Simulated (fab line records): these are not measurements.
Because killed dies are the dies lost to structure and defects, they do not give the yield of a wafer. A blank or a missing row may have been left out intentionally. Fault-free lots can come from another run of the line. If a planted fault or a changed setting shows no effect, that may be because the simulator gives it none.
fab line records | flow sky130 | part 1 of 2: steps 1 to 30 of 31
[record] lots = 6 wafers = 18 last_day = 50
route steps=708 shown LI_CONTACT@375 LOCAL_INTERCONNECT@387 PAD_OPEN@708
lots that met no fault: from a run of the same line without faults
start_h: the number of hours between the record's first day and the start of the first shown wafer of the lot | wait_h: how many hours have passed since the lot's step before this one | " unchanged from the row above | L1.1+2: several wafers, shown together as one row | - no value present, or no start provided | * or withheld: withheld | < > ~ a bound
route shown NAME@n: a module of which the file shows steps, and the number in the route of the first | usual: average and standard deviation across the fault-free wafers | same: alike in all rows | chamber/n: place in a boat | sites: each site's reading | _std_site: standard deviation across them | _edge_site: the outer-site mean with the inner-site mean subtracted | radius_mm: for every site, how far away it sits from the centre of the wafer | mask NAME#n: copy n | behind: the last tool/chamber to shape the wafer | hold: what put the lot on hold/how long, in hours/how the hold closed | device: which transistor (n, p or np) failed to switch | end of line: tests of these same wafers at the route's end | a step without rows: its recipe alone | killed: the dies lost at the first sort to structure and to defects; this is not the yield of the wafer | map: a wafer's dies, marking killed ones x, the rest . and places with no die _
set.NAME: the setting as run; set.NAME@STEP: as run at that earlier step | model.NAME: the simulator's own value behind a step, which no gauge read
lots seen at some steps along the route; tables by step, rows by wafer
services: a tool's chamber out of use, with start hour (start_h, from the record's first day; less than 0 if before it), hours out, and reason
[[steps]]
[step SKY_LI_CONTACT_OVL_MEAS_13]
[usual] LI_CONTACT_OVL = -3/5
// columns lot.wafer tool chamber start_h wait_h LI_CONTACT_OVL[nm]
L385.1 overlay-02 - 692.34 0.1 -6
L385.2 " - " " -4
L385.5 " - " " -2
L386.3 overlay-01 - 697.95 0.1 -1
L386.4 " - " " -3
L386.5 " - " " 1
L398.1 overlay-01 - 796.18 0.1 4
L398.2 " - " " -2
L398.5 " - " " -3
L400.1 overlay-02 - 804.97 0.1 3
L400.2 " - " " -1
L400.4 " - " " -4
L405.1 overlay-01 - 847.32 0.1 -9
L405.3 " - " " -4
L405.5 " - " " -4
L406.2 overlay-01 - 857.69 0.1 -4
L406.5 " - " " -15
L406.6 " - " " -8
[step SKY_LI_CONTACT_ETCH_14]
[recipe] chemistry = N2/H2 target = BARC ion_energy_ev = 200 source_w = 500 bias_w = 100 pressure_mtorr = 30 n2_flow_sccm = 100 h2_flow_sccm = 200 stop_on = SiO2 time_s = 45.9 target_depth_a = 600
[step SKY_LI_CONTACT_ETCH_15]
[recipe] target = PSG chemistry = C4F8/O2/Ar stop_on = Si taper_deg = 4.15 mask_material = KrF-thick source_w = 1500 bias_w = 1200 pressure_mtorr = 40 c4f8_flow_sccm = withheld O2_flow_sccm = 6 Ar_flow_sccm = 300 time_s = withheld target_depth_a = 6000
[usual] oes_product_au = 0.837/0.0046
// columns lot.wafer tool chamber start_h wait_h oes_product_au
L385.1 rie_diel-04 3 692.41 0.0 0.832
L385.2 " 2 " " 0.836
L385.5 " 3 " " 0.842
L386.3 rie_diel-03 2 698.01 0.0 0.841
L386.4 " 3 " " 0.832
L386.5 " 3 " " 0.840
L398.1 rie_diel-04 2 796.26 0.0 0.830
L398.2 " 0 " " 0.840
L398.5 " 1 " " 0.833
L400.1 rie_diel-04 3 805.05 0.0 0.839
L400.2 " 1 " " 0.837
L400.4 " 2 " " 0.836
L405.1 rie_diel-03 2 847.40 0.0 0.839
L405.3 " 1 " " 0.830
L405.5 " 2 " " 0.839
L406.2 rie_diel-01 0 857.76 0.0 0.835
L406.5 " 2 " " 0.836
L406.6 " 3 " " 0.839
[step SKY_LI_CONTACT_STRIP_16]
[recipe] chemistry = O2/N2 power_w = 1400 pressure_mtorr = 1500 platen_temp_c = withheld o2_flow_sccm = 3000 n2_flow_sccm = 300 overash_fraction = 0.5
[usual] drypump_motor_current_A = 5.9/0.44 oes_product_au = 0.375/0.0048 strip_time_to_endpoint_s = 3.49/0.039
// columns lot.wafer tool chamber start_h wait_h drypump_motor_current_A oes_product_au rf_hours_counter_h strip_time_to_endpoint_s
L385.1 plasma_asher-01 1 692.50 - 5.3 0.382 23 3.45
L385.2 " 0 " " 6.1 0.373 23 3.48
L385.5 " 1 " " 5.3 0.378 - 3.46
L386.3 plasma_asher-02 0 698.13 - 6.5 0.370 - 3.50
L386.4 " 1 " " 5.8 0.384 - 3.47
L386.5 " 0 " " 6.5 0.370 - 3.48
L398.1 plasma_asher-01 0 796.34 - 6.1 0.378 33 3.50
L398.2 " 1 " " 5.3 0.382 33 3.54
L398.5 " 1 " " 5.3 0.385 - 3.48
L400.1 plasma_asher-01 0 805.14 - 6.1 0.372 34 3.45
L400.2 " 1 " " 5.3 0.369 34 3.48
L400.4 " 0 " " 6.1 0.375 - 3.46
L405.1 plasma_asher-04 0 847.49 - 5.9 0.379 10 3.52
L405.3 " 0 " " 6.0 0.379 - 3.52
L405.5 " 1 " " 5.2 0.376 - 3.51
L406.2 plasma_asher-01 1 857.85 - 5.3 0.382 39 3.54
L406.5 " 1 " " 5.3 0.382 - 3.57
L406.6 " 0 " " 6.1 0.370 - 3.47
[step SKY_LI_CONTACT_CLEAN_17]
[recipe] chemistry = NMP time_s = 600 temp_c = 60 dry = n2_spin
[step SKY_LI_CONTACT_PRE_CLEAN_18]
[recipe] gas = Ar time_s = 5.6 bias_v = 358
[step SKY_LI_CONTACT_SPUTTER_19]
[recipe] material = Ti target_thk_nm = 20 chamber_pressure_pa = 5 power_w = 2500 substrate_temp_c = 200 time_s = 106.37
[step SKY_LI_CONTACT_SPUTTER_20]
[recipe] material = TiN target_thk_nm = 20 chamber_pressure_pa = 5 power_w = 4000 time_s = 80
[usual] throttle_valve_pct = 29.8/0.77
// columns lot.wafer tool chamber start_h wait_h throttle_valve_pct
L385.1 pvd_sputter-04 - 692.89 0.0 30.2
L385.2 " - " " 30.1
L385.5 " - " " 29.1
L386.3 pvd_sputter-04 - 698.47 0.0 30.2
L386.4 " - " " 29.9
L386.5 " - " " 30.8
L398.1 pvd_sputter-03 - 796.73 0.0 31.3
L398.2 " - " " 28.9
L398.5 " - " " 29.6
L400.1 pvd_sputter-04 - 805.52 0.0 30.5
L400.2 " - " " 29.1
L400.4 " - " " 30.5
L405.1 pvd_sputter-01 - 847.86 0.0 30.0
L405.3 " - " " 29.5
L405.5 " - " " 28.7
L406.2 pvd_sputter-03 - 858.22 0.0 29.7
L406.5 " - " " 29.2
L406.6 " - " " 31.4
[step SKY_LI_CONTACT_CVD_21]
[recipe] material = W target_thk_nm = 400 time_s = 120.56 temp_c = 400 pressure_torr = 40
[step SKY_LI_CONTACT_RS_MEAS_22]
[recipe] thk_meas_gauge = four-point-probe reads = W_of_LI_CONTACT_CVD_21+TiN_of_LI_CONTACT_SPUTTER_20+Ti_of_LI_CONTACT_SPUTTER_19
[usual] LI_CONTACT_W_RS = 0.2850/0.003
// columns lot.wafer tool chamber start_h wait_h LI_CONTACT_W_RS[ohm/sq]
L385.1 film_metro-03 - 693.07 0.1 0.2887
L385.2 " - " " 0.2855
L385.5 " - " " 0.2900
L386.3 film_metro-01 - 698.70 0.1 0.2900
L386.4 " - " " 0.2804
L386.5 " - " " 0.2883
L398.1 film_metro-03 - 796.92 0.1 0.2874
L398.2 " - " " 0.2877
L398.5 " - " " 0.2874
L400.1 film_metro-02 - 805.71 0.1 0.2880
L400.2 " - " " 0.2826
L400.4 " - " " 0.2848
L405.1 film_metro-03 - 848.04 0.1 0.2872
L405.3 " - " " 0.2820
L405.5 " - " " 0.2828
L406.2 film_metro-02 - 858.42 0.1 0.2849
L406.5 " - " " 0.2812
L406.6 " - " " 0.2835
[step SKY_LI_CONTACT_THK_MEAS_23]
[recipe] thk_meas_gauge = xrf reads = W_of_LI_CONTACT_CVD_21
[usual] LI_CONTACT_W_THK = 408/5.2
// columns lot.wafer tool chamber start_h wait_h LI_CONTACT_W_THK[nm]
L385.1 film_metro-03 - 693.19 0.1 409
L385.2 " - " " 412
L385.5 " - " " 403
L386.3 film_metro-01 - 698.80 0.1 397
L386.4 " - " " 407
L386.5 " - " " 398
L398.1 film_metro-03 - 797.04 0.1 414
L398.2 " - " " 412
L398.5 " - " " 415
L400.1 film_metro-02 - 805.83 0.1 409
L400.2 " - " " 412
L400.4 " - " " 408
L405.1 film_metro-03 - 848.16 0.1 409
L405.3 " - " " 413
L405.5 " - " " 417
L406.2 film_metro-02 - 858.53 0.1 408
L406.5 " - " " 418
L406.6 " - " " 411
[step SKY_LI_CONTACT_CMP_24]
[recipe] stop_on = PSG t_overpolish_s = 20 down_force_psi = 3.5 platen_rpm = 60 target_thk_nm = 0 pad_velocity_m_s = 0.94248
[step SKY_LOCAL_INTERCONNECT_SPUTTER_00]
[recipe] material = TiN target_thk_nm = 100 temp_c = 300 power_w = 6500 time_s = 83.3 chamber_pressure_pa = 0.4
[usual] throttle_valve_pct = 29.8/0.75
// columns lot.wafer tool chamber start_h wait_h throttle_valve_pct model.TiN_of_LOCAL_INTERCONNECT_SPUTTER_00.thk_nm
L385.1 pvd_sputter-01 - 693.64 0.1 28.7 100.9
L385.2 " - " " 29.9 100.9
L385.5 " - " " 29.6 101.5
L386.3 pvd_sputter-02 - 699.14 0.1 31.1 102.1
L386.4 " - " " 30.4 102
L386.5 " - " " 30.4 101.8
L398.1 pvd_sputter-01 - 797.40 0.1 29.9 101.1
L398.2 " - " " 29.6 99.54
L398.5 " - " " 29.1 75.8
L400.1 pvd_sputter-01 - 806.19 0.1 28.6 77.39
L400.2 " - " " 29.8 101.5
L400.4 " - " " 28.9 101.6
L405.1 pvd_sputter-04 - 848.52 0.1 30.9 98.92
L405.3 " - " " 28.9 99.31
L405.5 " - " " 30.1 99.04
L406.2 pvd_sputter-04 - 858.88 0.2 28.9 100.9
L406.5 " - " " 30.5 100.5
L406.6 " - " " 29.1 100.7
[step SKY_LOCAL_INTERCONNECT_RS_MEAS_01]
[recipe] thk_meas_gauge = four-point-probe reads = TiN_of_LOCAL_INTERCONNECT_SPUTTER_00
[usual] LOCAL_INTERCONNECT_TIN_RS = 14.08/0.14
// columns lot.wafer tool chamber start_h wait_h LOCAL_INTERCONNECT_TIN_RS[ohm/sq]
L385.1 film_metro-04 - 693.70 0.0 14.03
L385.2 " - " " 14.01
L385.5 " - " " 13.94
L386.3 film_metro-03 - 699.24 0.1 13.85
L386.4 " - " " 13.84
L386.5 " - " " 13.89
L398.1 film_metro-03 - 797.46 0.0 14.01
L398.2 " - " " 14.24
L398.5 " - " " 18.92
L400.1 film_metro-01 - 806.25 0.0 18.55
L400.2 " - " " 13.92
L400.4 " - " " 13.88
L405.1 film_metro-04 - 848.59 0.0 14.29
L405.3 " - " " 14.25
L405.5 " - " " 14.27
L406.2 film_metro-04 - 858.97 0.1 14.01
L406.5 " - " " 14.09
L406.6 " - " " 14.04
[step SKY_LOCAL_INTERCONNECT_THK_MEAS_02]
[recipe] thk_meas_gauge = xrf reads = TiN_of_LOCAL_INTERCONNECT_SPUTTER_00
[usual] LOCAL_INTERCONNECT_TIN_THK = 101.6/1.1
// columns lot.wafer tool chamber start_h wait_h LOCAL_INTERCONNECT_TIN_THK[nm]
L385.1 film_metro-04 - 693.82 0.1 102.3
L385.2 " - " " 102.5
L385.5 " - " " 103.1
L386.3 film_metro-03 - 699.34 0.1 103.5
L386.4 " - " " 103.1
L386.5 " - " " 103.0
L398.1 film_metro-03 - 797.58 0.1 102.2
L398.2 " - " " 100.6
L398.5 " - " " 76.7
L400.1 film_metro-01 - 806.37 0.1 78.4
L400.2 " - " " 102.5
L400.4 " - " " 103.0
L405.1 film_metro-04 - 848.71 0.1 100.1
L405.3 " - " " 100.9
L405.5 " - " " 100.2
L406.2 film_metro-04 - 859.08 0.1 102.0
L406.5 " - " " 101.0
L406.6 " - " " 102.2
[step SKY_LOCAL_INTERCONNECT_DEHYDRATE_03]
[recipe] temp_c = 200 time_s = 60
[step SKY_LOCAL_INTERCONNECT_HMDS_04]
[recipe] prime_time_s = 60 prime_temp_c = 120
[step SKY_LOCAL_INTERCONNECT_COAT_05]
[recipe] resist = BARC temp_c = withheld time_s = withheld spin_rpm = 3000 resist_thk_nm = 60
[step SKY_LOCAL_INTERCONNECT_COAT_06]
[recipe] resist = KrF-thick spin_rpm = 3000 resist_thk_nm = 450
[step SKY_LOCAL_INTERCONNECT_SOFTBAKE_07]
[recipe] temp_c = 100 time_s = 90 resist = KrF-thick
[step SKY_LOCAL_INTERCONNECT_EXPOSE_08]
[recipe] mask_id = LI1M na = 0.8 source_shape = annular sigma_inner = 0.55 sigma_outer = 0.85 target_cd_nm = 170 dose_mj = 28
[step SKY_LOCAL_INTERCONNECT_PEB_09]
[recipe] peb_temp_c = withheld peb_time_s = withheld resist = KrF-thick
[step SKY_LOCAL_INTERCONNECT_DEVELOP_10]
[recipe] develop_time_s = 60 resist = KrF-thick dev_temp_c = 21
[step SKY_LOCAL_INTERCONNECT_CD_MEAS_11]
[recipe] target_cd_nm = 170
[usual] cd_nm = 169.6/1.6
// columns lot.wafer tool chamber start_h wait_h cd_nm
L385.1 cd_sem-02 - 720.96 - 170.0
L385.2 " - " " 170.2
L385.5 " - " " 169.9
L386.3 cd_sem-02 - 726.75 - 169.3
L386.4 " - " " 169.3
L386.5 " - " " 168.5
L398.1 cd_sem-01 - 824.26 - 170.5
L398.2 " - " " 170.9
L398.5 " - " " 169.6
L400.1 cd_sem-01 - 832.81 - 169.7
L400.2 " - " " 168.2
L400.4 " - " " 171.3
L405.1 cd_sem-01 - 875.21 - 170.1
L405.3 " - " " 169.1
L405.5 " - " " 170.9
L406.2 cd_sem-01 - 884.94 - 172.1
L406.5 " - " " 173.2
L406.6 " - " " 172.1
[step SKY_LOCAL_INTERCONNECT_OVL_MEAS_12]
[usual] LOCAL_INTERCONNECT_OVL = 1/6.7
// columns lot.wafer tool chamber start_h wait_h LOCAL_INTERCONNECT_OVL[nm]
L385.1 overlay-01 - 721.08 0.1 16
L385.2 " - " " 7
L385.5 " - " " 13
L386.3 overlay-01 - 726.84 0.1 7
L386.4 " - " " 4
L386.5 " - " " 5
L398.1 overlay-01 - 824.38 0.1 -4
L398.2 " - " " -5
L398.5 " - " " -2
L400.1 overlay-01 - 832.93 0.1 10
L400.2 " - " " 0
L400.4 " - " " 4
L405.1 overlay-02 - 875.33 0.1 -7
L405.3 " - " " -3
L405.5 " - " " -4
L406.2 overlay-02 - 885.04 0.1 -5
L406.5 " - " " -1
L406.6 " - " " -7
[step SKY_LOCAL_INTERCONNECT_ETCH_13]
[recipe] chemistry = N2/H2 target = BARC ion_energy_ev = 200 bias_w = 100 pressure_mtorr = 30 n2_flow_sccm = 100 h2_flow_sccm = 200 icp_w = 500 stop_on = SiO2 time_s = 45.9 target_depth_a = 600
[usual] drypump_motor_current_A = 6.0/0.31 h2_flow_sccm = 199.9/0.54 oes_product_au = 0.854/0.0049 throttle_valve_pct = 13.226/0.0086
// columns lot.wafer tool chamber start_h wait_h drypump_motor_current_A h2_flow_sccm oes_product_au rf_hours_counter_h throttle_valve_pct
L385.1 rie_metal-02 1 721.11 0.0 6.5 200.4 0.860 3 13.245
L385.2 " 0 " " 6.0 199.8 0.855 1 13.241
L385.5 " 0 " " 6.0 200.1 0.862 - 13.221
L386.3 rie_metal-02 0 726.89 0.0 6.0 201.3 0.854 - 13.228
L386.4 " 1 " " 6.5 200.1 0.852 - 13.227
L386.5 " 1 " " 6.5 200.6 0.857 - 13.214
L398.1 rie_metal-04 1 824.42 0.0 5.9 199.2 0.848 14 13.238
L398.2 " 0 " " 5.8 199.9 0.859 14 13.215
L398.5 " 0 " " 5.8 199.4 0.850 - 13.229
L400.1 rie_metal-04 0 832.97 0.0 5.8 200.0 0.851 15 13.214
L400.2 " 1 " " 5.9 199.6 0.844 15 13.230
L400.4 " 1 " " 5.9 200.2 0.846 - 13.233
L405.1 rie_metal-02 1 875.37 0.0 6.4 200.4 0.846 9 13.223
L405.3 " 1 " " 6.5 200.4 0.853 - 13.225
L405.5 " 1 " " 6.4 199.5 0.854 - 13.215
L406.2 rie_metal-04 0 885.07 0.0 5.8 199.5 0.853 17 13.235
L406.5 " 1 " " 5.9 200.4 0.855 - 13.223
L406.6 " 0 " " 5.8 199.1 0.856 - 13.216
[step SKY_LOCAL_INTERCONNECT_METAL_ETCH_14]
[recipe] target_depth_nm = 110 stop_on = PSG chemistry = Cl2/BCl3 target = TiN resist_sidewall_deg = 88 pressure_mtorr = 10 icp_w = 900 bias_w = 48.5 Cl2_flow_sccm = 60 bcl3_flow_sccm = 30 time_s = 31.4
[usual] drypump_motor_current_A = 6.0/0.31 oes_product_au = 0.944/0.007 throttle_valve_pct = 21.899/0.0094
// columns lot.wafer tool chamber start_h wait_h drypump_motor_current_A oes_product_au rf_hours_counter_h throttle_valve_pct
L385.1 rie_metal-02 1 721.18 0.0 6.5 0.947 3 21.898
L385.2 " 0 " " 6.0 0.943 1 21.903
L385.5 " 0 " " 6.0 0.946 - 21.892
L386.3 rie_metal-02 0 726.95 0.0 6.0 0.957 - 21.892
L386.4 " 1 " " 6.5 0.954 - 21.888
L386.5 " 1 " " 6.5 0.958 - 21.906
L398.1 rie_metal-04 1 824.48 0.0 5.9 0.954 14 21.885
L398.2 " 0 " " 5.9 0.938 14 21.887
L398.5 " 0 " " 5.9 0.808 - 21.989
L400.1 rie_metal-04 0 833.03 0.0 5.8 0.811 15 21.976
L400.2 " 1 " " 5.9 0.945 15 21.892
L400.4 " 1 " " 5.9 0.946 - 21.903
L405.1 rie_metal-02 1 875.43 0.0 6.5 0.941 9 21.903
L405.3 " 1 " " 6.5 0.932 - 21.918
L405.5 " 1 " " 6.5 0.945 - 21.904
L406.2 rie_metal-04 0 885.16 0.1 5.9 0.946 17 21.894
L406.5 " 1 " " 5.9 0.940 - 21.890
L406.6 " 0 " " 5.8 0.954 - 21.904
[step SKY_LOCAL_INTERCONNECT_STRIP_15]
[recipe] chemistry = O2/N2 power_w = 1400 pressure_mtorr = 1500 platen_temp_c = withheld o2_flow_sccm = 3000 n2_flow_sccm = 300 overash_fraction = 0.5
[usual] drypump_motor_current_A = 5.8/0.35 oes_product_au = 0.426/0.0046 strip_time_to_endpoint_s = 4.721/0.017
// columns lot.wafer tool chamber start_h wait_h drypump_motor_current_A oes_product_au rf_hours_counter_h strip_time_to_endpoint_s
L385.1 plasma_asher-04 1 721.23 0.0 5.2 0.418 97 4.708
L385.2 " 0 " " 5.9 0.429 97 4.723
L385.5 " 1 " " 5.2 0.425 - 4.731
L386.3 plasma_asher-02 0 727.01 0.1 6.5 0.422 - 4.694
L386.4 " 1 " " 5.8 0.435 - 4.709
L386.5 " 0 " " 6.5 0.425 - 4.717
L398.1 plasma_asher-03 1 824.53 0.0 5.6 0.426 104 4.718
L398.2 " 0 " " 5.9 0.427 104 4.704
L398.5 " 0 " " 5.9 0.428 - 4.699
L400.1 plasma_asher-02 0 833.08 0.0 6.5 0.427 74 4.706
L400.2 " 1 " " 5.8 0.434 74 4.727
L400.4 " 0 " " 6.5 0.422 - 4.716
L405.1 plasma_asher-03 0 875.48 0.0 5.9 0.415 108 4.741
L405.3 " 1 " " 5.6 0.430 - 4.710
L405.5 " 1 " " 5.6 0.423 - 4.747
L406.2 plasma_asher-04 0 885.23 0.0 6.0 0.432 14 4.737
L406.5 " 1 " " 5.2 0.426 - 4.717
L406.6 " 0 " " 6.0 0.421 - 4.721
[step SKY_LOCAL_INTERCONNECT_STRIP_16]
[recipe] chemistry = post_etch_residue_remover time_s = 1200 temp_c = 72.5
[usual] bath_heat_duty_pct = 14.5/2.1 temp_c = 72.50/0.12
// columns lot.wafer tool chamber start_h wait_h bath_heat_duty_pct temp_c model.TiN_of_LOCAL_INTERCONNECT_SPUTTER_00.thk_nm
L385.1 wet_bench-04 2 721.33 0.1 16.2 72.49 100.5
L385.2 " 2 " " 15.8 72.38 100.5
L385.5 " 2 " " 15.8 72.47 101.1
L386.3 wet_bench-04 3 727.08 0.0 12.4 72.37 101.7
L386.4 " 3 " " 12.8 72.20 101.6
L386.5 " 3 " " 12.6 72.35 101.4
L398.1 wet_bench-03 1 824.63 0.1 16.9 72.59 100.7
L398.2 " 1 " " 15.4 72.53 99.12
L398.5 " 1 " " 18.1 72.57 75.39
L400.1 wet_bench-03 1 833.18 0.1 17.3 72.46 76.96
L400.2 " 1 " " 18.0 72.64 101.1
L400.4 " 1 " " 17.4 72.46 101.2
L405.1 wet_bench-01 3 875.58 0.1 12.0 72.71 98.5
L405.3 " 3 " " 13.2 72.54 98.89
L405.5 " 3 " " 12.7 72.40 98.62
L406.2 wet_bench-04 1 885.33 0.1 12.1 72.51 100.5
L406.5 " 1 " " 11.1 72.60 100.1
L406.6 " 1 " " 11.7 72.74 100.3
[step SKY_LOCAL_INTERCONNECT_CLEAN_17]
[recipe] chemistry = IPA time_s = 180 temp_c = 25
[[key]]
[first_sign] step = SKY_LOCAL_INTERCONNECT_RS_MEAS_01 reading = LOCAL_INTERCONNECT_TIN_RS direction = up sigmas = 33 usual = 14.08 struck = 18.74
[effect] step = SKY_LOCAL_INTERCONNECT_THK_MEAS_02 reading = LOCAL_INTERCONNECT_TIN_THK direction = down sigmas = 22 usual = 101.6 struck = 77.5
[effect] step = SKY_LOCAL_INTERCONNECT_METAL_ETCH_14 reading = oes_product_au direction = down sigmas = 19 usual = 0.944 struck = 0.809
[model_effect] step = SKY_LOCAL_INTERCONNECT_SPUTTER_00 value = TiN_of_LOCAL_INTERCONNECT_SPUTTER_00.thk_nm without = 101.1 struck = 76.6
[model_effect] step = SKY_LOCAL_INTERCONNECT_STRIP_16 value = TiN_of_LOCAL_INTERCONNECT_SPUTTER_00.thk_nm without = 100.7 struck = 76.18
[model_effect] step = SKY_PAD_OPEN_PROBE_99 value = etest.res_li.line_ohm_um without = 74.91 struck = 99.01
met_at SKY_LOCAL_INTERCONNECT_SPUTTER_00
struck_wafers L398.5,L400.1
tester_left_out L398,L400
onset_between 693.64 797.40
[fault] kind = process_parameter_drift tool = pvd_sputter-01 chamber = - onset_h = 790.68 steps = SKY_LOCAL_INTERCONNECT_SPUTTER_00 channel = time_s offset = * shape = step end_h = 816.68 acts_in = * stated = * scope = struck_wafers_only
// tester_left_out: of these lots the tester's yield and bins aren't shown, on N5 and GAA mostly nor the transistor test; their killed dies are dies lost to structure and defects alone, not to doping, threshold or leakage, so they don't give the yield
